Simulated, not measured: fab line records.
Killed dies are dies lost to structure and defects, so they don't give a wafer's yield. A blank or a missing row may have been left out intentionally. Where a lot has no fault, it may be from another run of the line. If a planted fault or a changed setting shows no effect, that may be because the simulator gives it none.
Split-lot trial ; flow sfq_line ; 5 lots, 23 wafers read, on a route of 325 steps

## ON THE SPLIT
At SFQ_TRILAYER_M3_LITHO_PEB_078 (peb time 60 s), the setting peb_time_s was moved away from the recipe's 60 s on 11 of the 23 wafers read, by -11.3% to +12.5%. For the rest of the wafers, this setting stayed at what the recipe calls for.

There is no step in the file separating the split from the reading.

## THE READING
M3.cd_nm (the simulator's own value, which no gauge read), in nm, at SFQ_TRILAYER_M3_BARC_OPEN_METAL_ETCH_100 (etches BARC in O2, target depth 125 nm, time 41.7 s). No usual value for it is given in the file. Average 503.5 nm, standard deviation 0.78 nm, over the 12 wafers here run with the recipe.

wafer;tool, chamber at the split;peb_time_s as run, s;against the recipe;M3.cd_nm, nm;against lot-mates on the recipe
L075.3;litho_track-03, 0;60;recipe;502.3;-
L075.4;litho_track-03, 0;60;recipe;504;-
L075.5;litho_track-03, 0;60;recipe;502.5;-
L079.1;litho_track-04, 0;67.17;+11.9%;487.8;-15.4
L079.2;litho_track-04, 0;67.17;+11.9%;487.9;-15.4
L079.4;litho_track-04, 0;60;recipe;502.5;-
L079.5;litho_track-04, 0;67.17;+11.9%;488.2;-15.1
L079.6;litho_track-04, 0;60;recipe;504;-
L080.1;litho_track-02, 0;60;recipe;503.7;-
L080.2;litho_track-02, 0;53.24;-11.3%;520.5;+17.0
L080.3;litho_track-02, 0;60;recipe;503.2;-
L080.4;litho_track-02, 0;60;recipe;503.7;-
L080.5;litho_track-02, 0;53.24;-11.3%;520.9;+17.4
L081.1;litho_track-02, 0;67.53;+12.5%;486.9;-17.8
L081.2;litho_track-02, 0;67.53;+12.5%;488.2;-16.5
L081.3;litho_track-02, 0;67.53;+12.5%;488.5;-16.2
L081.5;litho_track-02, 0;60;recipe;504.3;-
L081.6;litho_track-02, 0;60;recipe;505.1;-
L083.2;litho_track-03, 0;66.56;+10.9%;489.4;-14.2
L083.3;litho_track-03, 0;66.56;+10.9%;489.5;-14.1
L083.4;litho_track-03, 0;60;recipe;503.7;-
L083.5;litho_track-03, 0;60;recipe;503.5;-
L083.6;litho_track-03, 0;66.56;+10.9%;488.7;-14.9

THE FIT
A straight line over all 23 wafers: M3.cd_nm changes by -1.35 nm for each +1% of peb_time_s; r = -1.00; the points scatter about the line by 0.93 nm.
The same after taking each lot's own level away (the mean of its wafers on the recipe; 23 wafers): -1.37 nm for each +1%; r = -1.00; scatter 0.77 nm.
Per that fit: largest peb_time_s move, reading shift of 17 nm.
Across the lots, their own levels run from 502.93 to 504.70 nm, a range of 2.3 times the standard deviation given above.
Hence the lot-to-lot level has little effect on the slope; both slopes agree.
Check: with one of the wafers moved furthest among these (+12.5%) left out of the fit, the line predicts -16.7 nm for it against its lot-mates. It came out at -17.8 nm against them.

## FURTHER SPLITS ON THESE WAFERS
Before the reading, these wafers also passed through other splits. Each is held against what the fit with the lots' levels taken away leaves over:
other split on the same wafers;wafers away from the commonest value;r with M3.cd_nm (lot level and that fit taken away)
SFQ_TRILAYER_I2_CMP_CMP_064 down_force_psi;12;-0.04
SFQ_TRILAYER_I2_VIA_BARC_OPEN_VIA_ETCH_096 source_w;10;-0.19

## FILE'S OWN FIT
M3.cd_nm changes by -1.36 nm for each +1% of peb_time_s, r = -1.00.
